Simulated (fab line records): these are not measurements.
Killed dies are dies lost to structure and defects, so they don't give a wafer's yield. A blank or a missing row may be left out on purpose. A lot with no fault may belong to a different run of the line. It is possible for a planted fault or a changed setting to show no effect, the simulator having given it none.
Which tool was responsible? ; flow gf180mcu ; Sampling: 11 lots, 33 wafers, 6 of 602 route steps

== WHAT THE GAUGES READ, wafer by wafer ==
GF_HV_LDD_OVL_MEAS_47.
lot;measured;on;HV_LDD_03_OVL (nm)
L605;day 12 04:52;overlay-01;0.6 -1.3 0.6
L609;day 13 15:02;overlay-01;-3.1 -1.6 -2.3
L610;day 13 19:58;overlay-02;-2.5 -2.2 -1.3
L613;day 15 01:12;overlay-02;-2.7 -2.4 -4.3
L614;day 15 08:22;overlay-02;1.3 0.5 0.6
L617;day 16 15:14;overlay-01;-1.9 -3.8 -2.7
L618;day 17 00:52;overlay-01;1.3 -0.8 1.0
L624;day 18 18:33;overlay-01;-2.8 -1.5 0.3
L625;day 19 02:42;overlay-02;0.4 -0.1 -1.4
L626;day 19 14:02;overlay-02;-4.6 -5.6 -3.1
L628;day 20 04:37;overlay-02;0.4 1.4 0.6

GF_PSD_RS_MEAS_14: the measuring method here is four-point-probe.
lot;measured;on;NSD_RS (ohm/sq)
L605;day 14 00:48;film metro-03;46.12 46.13 46.04
L609;day 15 13:08;film metro-03;46.19 46.18 46.18
L610;day 15 17:42;film metro-03;46.15 46.07 46.17
L613;day 17 00:42;film metro-02;46.32 46.30 46.17
L614;day 17 07:39;film metro-04;43.91 43.87 43.85
L617;day 18 18:08;film metro-02;43.86 43.86 43.80
L618;day 19 05:41;film metro-03;46.19 46.30 46.26
L624;day 21 00:47;film metro-03;45.98 46.08 46.10
L625;day 21 06:18;film metro-03;46.11 46.15 46.13
L626;day 21 18:09;film metro-04;46.18 46.16 46.26
L628;day 22 09:09;film metro-03;46.18 46.13 46.06

GF_PSD_RS_MEAS_15: the measuring method here is four-point-probe.
lot;measured;on;PSD_RS (ohm/sq)
L605;day 14 00:55;film metro-03;108.72 108.54 108.42
L609;day 15 13:15;film metro-03;108.34 108.43 108.43
L610;day 15 17:49;film metro-03;108.40 108.52 108.59
L613;day 17 00:49;film metro-02;108.33 108.61 108.57
L614;day 17 07:46;film metro-04;108.68 108.70 108.98
L617;day 18 18:16;film metro-02;108.61 108.68 108.63
L618;day 19 05:48;film metro-03;108.58 108.41 108.70
L624;day 21 00:54;film metro-03;108.64 108.75 108.24
L625;day 21 06:25;film metro-03;108.40 108.14 108.08
L626;day 21 18:16;film metro-04;108.97 108.83 108.94
L628;day 22 09:16;film metro-03;109.07 108.35 108.49

== EACH LOT AND THE TOOL THAT RAN IT (in order: tool; ch and the chambers of the sampled wafers; start) ==
lot;GF_POLY_GATE_ETCH_13;GF_NSD_IMPLANT_10;GF_NSD_STRIP_11
L605;rie si-02 ch 1,2,3, day 9 01:47;implanter-04 ch 0, day 13 03:51;plasma asher-03 ch 0,1, day 13 04:00
L609;rie si-02 ch 0,1, day 10 07:47;implanter-01 ch 0, day 14 14:58;plasma asher-04 ch 0,1, day 14 15:07
L610;rie si-02 ch 0,3, day 10 12:52;implanter-04 ch 0, day 14 19:42;plasma asher-04 ch 0,1, day 14 19:51
L613;rie si-02 ch 1,3, day 11 14:32;implanter-01 ch 0, day 16 02:09;plasma asher-01 ch 0,1, day 16 02:18
L614;rie si-02 ch 1,2,3, day 11 19:14;implanter-04 ch 0, day 16 08:31;plasma asher-01 ch 0,1, day 16 08:40
L617;rie si-02 ch 0,1, day 12 23:31;implanter-04 ch 0, day 17 17:54;plasma asher-04 ch 0,1, day 17 18:03
L618;rie si-01 ch 0,1,2, day 13 05:44;implanter-01 ch 0, day 18 04:55;plasma asher-01 ch 0,1, day 18 05:04
L624;rie si-01 ch 0,1,2, day 14 23:06;implanter-02 ch 0, day 19 23:54;plasma asher-04 ch 0,1, day 20 00:03
L625;rie si-01 ch 0,2, day 15 04:03;implanter-01 ch 0, day 20 05:26;plasma asher-01 ch 0,1, day 20 05:35
L626;rie si-01 ch 1,2,3, day 15 10:24;implanter-04 ch 0, day 20 17:12;plasma asher-01 ch 0,1, day 20 17:21
L628;rie si-02 ch 0,2,3, day 16 04:06;implanter-04 ch 0, day 21 08:48;plasma asher-04 ch 0,1, day 21 08:57
- GF_POLY_GATE_ETCH_13: etches poly-Si in HBr/Cl2, stops on SiO2, target depth 198.5 nm, time 69.6 s.
- GF_NSD_IMPLANT_10
- GF_NSD_STRIP_11: strips in O2/N2.

== WHAT THE TOOLS THEMSELVES READ (means of the sampled wafers that have a number; where no wafer has one, the mark that the record gives instead) ==
GF_POLY_GATE_ETCH_13.
lot;tool;drypump motor current A (A);he backside leak sccm (sccm);mfc cl2 sccm (sccm);oes product au (a.u.);throttle valve pct (%)
L605;rie si-02;5.6;2.84;49.83;0.994;33.686
L609;rie si-02;5.2;2.83;50.01;0.992;33.679
L610;rie si-02;5.7;2.92;50.06;0.994;33.686
L613;rie si-02;5.2;2.90;49.96;0.978;33.683
L614;rie si-02;5.6;2.66;49.99;0.992;33.691
L617;rie si-02;5.2;2.78;50.04;0.984;33.700
L618;rie si-01;5.9;2.56;50.05;0.993;33.681
L624;rie si-01;5.9;2.55;50.02;0.988;33.679
L625;rie si-01;5.7;2.61;50.06;1.004;33.688
L626;rie si-01;6.1;2.66;50.06;0.986;33.685
L628;rie si-02;5.7;2.78;49.94;1.002;33.685

GF_NSD_IMPLANT_10.
lot;tool;dose ions cm2;faraday current uA
L605;implanter-04;5.003e+14;2753
L609;implanter-01;5.008e+14;2810
L610;implanter-04;5.005e+14;2794
L613;implanter-01;5.001e+14;2755
L614;implanter-04;7.070e+14;3923
L617;implanter-04;7.075e+14;3843
L618;implanter-01;5.004e+14;2787
L624;implanter-02;5.001e+14;2789
L625;implanter-01;5.001e+14;2851
L626;implanter-04;5.004e+14;2823
L628;implanter-04;4.995e+14;2798

GF_NSD_STRIP_11.
lot;tool;drypump motor current A (A);heater power w (W);oes product au (a.u.);strip time to endpoint s (s)
L605;plasma asher-03;6.3;368;0.487;22.94
L609;plasma asher-04;5.2;323;0.489;22.91
L610;plasma asher-04;5.2;319;0.486;22.94
L613;plasma asher-01;5.2;319;0.494;22.86
L614;plasma asher-01;5.2;322;0.489;23.19
L617;plasma asher-04;5.1;330;0.485;23.17
L618;plasma asher-01;5.0;330;0.485;22.94
L624;plasma asher-04;5.1;324;0.486;22.90
L625;plasma asher-01;5.3;319;0.482;22.90
L626;plasma asher-01;5.0;329;0.487;22.95
L628;plasma asher-04;5.1;329;0.489;22.93

== THE ANSWER, worked out from the rows above alone ==
Rule: what is usual is taken from the lots themselves. The widest of any qualifying gaps counts: lots, ordered by their means at a reading, are off when they make up no more than a third of the lots, leave a main group of 4 or more, and stand apart from it by 3 or more times the standard deviation of that group's means. The tables above print the reading to a certain number of digits; a main group whose means all agree to those digits is not used. A lot without any number at a reading at which 4 lots or more have one is off too. Any other lot the step has rows for is counted as sound. Order of review: gauges by route order, followed by the tools' own readings, for which a lot's mean as printed above is used. At the first step where some lot is off, the reading lying furthest off is the one used; lots without a number count as furthest.
Off: L614, L617, at GF_PSD_RS_MEAS_14 (NSD_RS). For the main group the mean is 46.16 ohm/sq and the standard deviation 0.066.
If a tool, at a process step before that reading, ran all the lots that are off and no sound lot after the first of them, it fits. The gauges at GF_PSD_RS_MEAS_14 aren't tried: what is off there is off at GF_NSD_IMPLANT_10 too, on other tools, and a gauge's error can't cause that. Of those tried, none fits.

== WHAT THE SIMULATOR PUT IN ==
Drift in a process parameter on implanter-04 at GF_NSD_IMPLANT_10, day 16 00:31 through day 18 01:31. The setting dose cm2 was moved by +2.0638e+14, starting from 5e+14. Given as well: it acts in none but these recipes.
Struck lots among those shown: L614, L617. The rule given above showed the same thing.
